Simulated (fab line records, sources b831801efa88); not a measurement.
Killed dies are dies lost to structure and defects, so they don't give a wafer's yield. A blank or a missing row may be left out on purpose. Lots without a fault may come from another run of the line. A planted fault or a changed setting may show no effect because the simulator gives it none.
Chamber matching | flow gf180mcu | GF_V4_ETCH_16 on rie_diel-02: 4 sister chambers
The step etches BARC in N2/H2. 4 wafers are shown with their chamber, then 9 later ones without.

WAFERS WITH THEIR CHAMBER
wafer  | chamber | oes_product_au (a.u.)
L081.3 | 1       | 0.858
L088.1 | 3       | 0.856
L088.4 | 2       | 0.856
L088.6 | 0       | 0.857

WAFERS WITHOUT THEIR CHAMBER
wafer  | oes_product_au (a.u.)
L090.1 | 0.854
L090.3 | 0.857
L090.4 | 0.857
L094.1 | 0.856
L094.3 | 0.853
L094.5 | 0.848
L096.2 | 0.862
L096.5 | 0.861
L096.6 | 0.856

WHICH CHAMBER EACH WENT THROUGH
wafer  | from the rows above               | in truth
L090.1 | can't be placed: 2 or 3 or 0 or 1 | 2
L090.3 | can't be placed: 0 or 1 or 2 or 3 | 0
L090.4 | can't be placed: 0 or 1 or 2 or 3 | 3
L094.1 | can't be placed: 2 or 3 or 0 or 1 | 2
L094.3 | can't be placed: 2 or 3 or 0 or 1 | 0
L094.5 | can't be placed: 2 or 3 or 0 or 1 | 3
L096.2 | can't be placed: 1 or 0 or 2 or 3 | 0
L096.5 | can't be placed: 1 or 0 or 2 or 3 | 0
L096.6 | can't be placed: 2 or 3 or 0 or 1 | 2
Placed correctly: 0 of 9. Can't be placed from these rows: 9 (the true chamber is among the candidates in 9). Placed wrongly: 0.
How it was worked out, from the rows above alone: a wafer's distance from a chamber is the root of the sum, over the readings, of the square of ((its reading less the chamber's mean) divided by the reading's scatter). The wafer belongs to the nearest chamber; if the next one is less than 2 further off, it can't be placed. A chamber's mean is the mean of its shown wafers. The scatter: with one shown wafer a chamber, the root of the mean of the squares of how far each hidden wafer lies from its nearest shown one.
